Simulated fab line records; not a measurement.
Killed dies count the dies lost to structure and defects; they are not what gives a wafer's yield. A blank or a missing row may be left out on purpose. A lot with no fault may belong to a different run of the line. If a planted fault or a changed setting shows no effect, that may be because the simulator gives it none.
What tool caused it?    flow sky130    36 wafers from 12 lots sampled at 6 of the route's 708 steps

## WHAT THE GAUGES READ, wafer by wafer
SKY_CONTACT_THK_MEAS_01. Usual: CONTACT_CVD_00_THK typically reads 75.2 nm, with standard deviation 1.
lot   measured      on             CONTACT_CVD_00_THK (nm)  flag
L794  day 31 02:13  film-metro-02  75.2 73.6 76.2           
L795  day 31 10:02  film-metro-01  74.2 74.3 73.8           
L796  day 31 17:08  film-metro-01  84.2 74.2 75.7           
L798  day 32 12:20  film-metro-03  74.9 74.2 83.5           
L802  day 34 13:11  film-metro-02  74.9 74.6 76.3           
L808  day 35 17:25  film-metro-03  76.0 76.9 77.7           
L809  day 35 22:38  film-metro-01  72.7 75.6 75.3           
L811  day 36 10:24  film-metro-02  74.2 76.0 75.7           
L812  day 37 02:11  film-metro-02  75.8 75.7 76.3           
L814  day 37 09:28  film-metro-03  74.7 74.7 75.4           
L815  day 37 15:47  film-metro-03  73.9 73.4 75.6           
L816  day 37 20:24  film-metro-01  74.6 75.0 76.7           

SKY_VIA1_THK_MEAS_01. Usual: VIA1_HDPCVD_THK typically reads 1023 nm, with standard deviation 10.
lot   measured      on             VIA1_HDPCVD_THK (nm)  flag
L794  day 33 12:35  film-metro-02  1028 1015 1017        
L795  day 33 18:41  film-metro-01  1032 1027 1037        
L796  day 34 02:13  film-metro-04  1019 1032 1022        
L798  day 34 19:26  film-metro-01  1031 1022 1015        
L802  day 36 21:45  film-metro-01  1032 1029 1033        
L808  day 38 01:46  film-metro-04  1018 1011 1032        
L809  day 38 06:31  film-metro-04  1020 1022 1026        
L811  day 38 18:47  film-metro-04  1032 1028 1024        
L812  day 39 08:53  film-metro-01  1024 1035 1018        
L814  day 39 16:04  film-metro-02  1006 1025 1011        
L815  day 39 22:29  film-metro-01  1027 1032 1015        
L816  day 40 02:22  film-metro-04  1036 1029 1060        

## WHICH TOOL RAN EACH LOT (tool, then ch and the chambers of the sampled wafers, then the start)
lot   SKY_CONTACT_CVD_00               SKY_CONTACT_ETCH_18                            SKY_CONTACT_SPUTTER_23        SKY_METAL1_SPUTTER_02
L794  pecvd-04 ch 0,1, day 31 02:10    rie-diel-01 ch 1,3, day 32 07:22 or earlier    pvd-sputter-02, day 32 07:22  pvd-sputter-04, day 32 08:04
L795  pecvd-04 ch 0,1,2, day 31 10:01  rie-diel-01 ch 0,1,2, day 32 13:47 or earlier  pvd-sputter-01, day 32 13:47  pvd-sputter-01, day 32 14:29
L796  pecvd-04 ch 1,2, day 31 17:05    rie-diel-02 ch 0,1, day 32 21:39 or earlier    pvd-sputter-02, day 32 21:39  pvd-sputter-04, day 32 22:21
L798  pecvd-04 ch 0,1,2, day 32 12:18  rie-diel-03 ch 0,1,3, day 33 15:43 or earlier  pvd-sputter-03, day 33 15:43  pvd-sputter-01, day 33 16:25
L802  pecvd-03 ch 0,2, day 34 13:10    rie-diel-01 ch 0,1,2, day 35 17:03 or earlier  pvd-sputter-02, day 35 17:03  pvd-sputter-03, day 35 17:45
L808  pecvd-03 ch 1,2, day 35 17:22    rie-diel-02 ch 1,2, day 36 21:10 or earlier    pvd-sputter-03, day 36 21:10  pvd-sputter-04, day 36 21:52
L809  pecvd-04 ch 0,2, day 35 22:35    rie-diel-01 ch 0,1,2, day 37 02:20 or earlier  pvd-sputter-01, day 37 02:20  pvd-sputter-04, day 37 03:08
L811  pecvd-03 ch 0,2, day 36 10:22    rie-diel-03 ch 0,1,2, day 37 14:38 or earlier  pvd-sputter-03, day 37 14:38  pvd-sputter-03, day 37 15:20
L812  pecvd-04 ch 0,1, day 37 02:08    rie-diel-03 ch 1,2, day 38 05:26 or earlier    pvd-sputter-02, day 38 05:26  pvd-sputter-04, day 38 06:08
L814  pecvd-03 ch 1,2, day 37 09:26    rie-diel-03 ch 1,2,3, day 38 12:49 or earlier  pvd-sputter-03, day 38 12:49  pvd-sputter-03, day 38 13:38
L815  pecvd-04 ch 1,2, day 37 15:45    rie-diel-02 ch 0,1,3, day 38 18:58 or earlier  pvd-sputter-01, day 38 18:58  pvd-sputter-03, day 38 19:41
L816  pecvd-01 ch 0,1,2, day 37 20:22  rie-diel-01 ch 1,3, day 38 23:46 or earlier    pvd-sputter-02, day 38 23:46  pvd-sputter-04, day 39 00:28
- SKY_CONTACT_CVD_00: deposits Si3N4, target thk 75 nm.
- SKY_CONTACT_ETCH_18: etches Si3N4 in CHF3/O2, stops on TiN, time 39 s, target depth 75 nm.
- SKY_CONTACT_SPUTTER_23: material TiN, target thk 20 nm, time 80 s.
- SKY_METAL1_SPUTTER_02: material AlCu, target thk 250 nm, time 13.3 s.

## AS READ BY THE TOOLS THEMSELVES (means over the sampled wafers that have a number; for cases with no such wafer, the mark the record gives instead)
SKY_CONTACT_CVD_00. Usual: heater-power-w at 670 W, with a standard deviation of 86.
lot   tool      heater-power-w (W)  flag
L794  pecvd-04  670                 
L795  pecvd-04  698                 
L796  pecvd-04  595                 
L798  pecvd-04  672                 
L802  pecvd-03  681                 
L808  pecvd-03  574                 
L809  pecvd-04  665                 
L811  pecvd-03  711                 
L812  pecvd-04  709                 
L814  pecvd-03  613                 
L815  pecvd-04  627                 
L816  pecvd-01  644                 

SKY_CONTACT_ETCH_18. Usual: drypump-motor-current-A 5.9 A, standard deviation 0.58; oes-product-au 0.856 a.u., standard deviation 0.0078; throttle-valve-pct 8.794 %, standard deviation 0.01.
lot   tool         drypump-motor-current-A (A)  oes-product-au (a.u.)  throttle-valve-pct (%)  flag
L794  rie-diel-01  5.8                          0.855                  8.793                   
L795  rie-diel-01  6.3                          0.844                  8.794                   
L796  rie-diel-02  4.9                          0.877                  8.793                   
L798  rie-diel-03  6.2                          0.870                  8.802                   
L802  rie-diel-01  6.3                          0.861                  8.797                   
L808  rie-diel-02  5.8                          0.864                  8.791                   
L809  rie-diel-01  6.3                          0.859                  8.786                   
L811  rie-diel-03  6.1                          0.858                  8.794                   
L812  rie-diel-03  6.5                          0.855                  8.796                   
L814  rie-diel-03  6.3                          0.858                  8.789                   
L815  rie-diel-02  5.1                          0.846                  8.794                   
L816  rie-diel-01  5.9                          0.860                  8.795                   

SKY_CONTACT_SPUTTER_23. Usual: throttle-valve-pct at 30.2 %, with a standard deviation of 0.79.
lot   tool            throttle-valve-pct (%)  flag
L794  pvd-sputter-02  29.8                    
L795  pvd-sputter-01  30.3                    
L796  pvd-sputter-02  30.3                    
L798  pvd-sputter-03  30.0                    
L802  pvd-sputter-02  30.3                    
L808  pvd-sputter-03  30.8                    
L809  pvd-sputter-01  29.9                    
L811  pvd-sputter-03  30.1                    
L812  pvd-sputter-02  30.6                    
L814  pvd-sputter-03  30.2                    
L815  pvd-sputter-01  30.1                    
L816  pvd-sputter-02  29.8                    

SKY_METAL1_SPUTTER_02. Usual: throttle-valve-pct at 30.1 %, with a standard deviation of 0.74.
lot   tool            throttle-valve-pct (%)  flag
L794  pvd-sputter-04  30.1                    
L795  pvd-sputter-01  30.3                    
L796  pvd-sputter-04  30.1                    
L798  pvd-sputter-01  29.8                    
L802  pvd-sputter-03  30.1                    
L808  pvd-sputter-04  29.6                    
L809  pvd-sputter-04  30.2                    
L811  pvd-sputter-03  30.5                    
L812  pvd-sputter-04  29.6                    
L814  pvd-sputter-03  30.1                    
L815  pvd-sputter-03  30.1                    
L816  pvd-sputter-04  30.4                    

## THE ANSWER, worked out from the rows above alone
Rule: a lot is off if the mean of its wafers that have a number lies more than 3 standard deviations from the usual mean. Also off: a lot with no number at a reading for which 4 or more lots have one. Any other lot the step has rows for is counted as sound. The gauges are gone through in route order, then the tools' own readings, and for those a lot's mean is taken as printed above. The first step at which some lot is off is used, and at that step the reading that is off furthest; a lot without a number counts as furthest.
Across all readings shown, no lot is off: no conclusion can be drawn from this.

## WHAT WAS PUT IN BY THE SIMULATOR
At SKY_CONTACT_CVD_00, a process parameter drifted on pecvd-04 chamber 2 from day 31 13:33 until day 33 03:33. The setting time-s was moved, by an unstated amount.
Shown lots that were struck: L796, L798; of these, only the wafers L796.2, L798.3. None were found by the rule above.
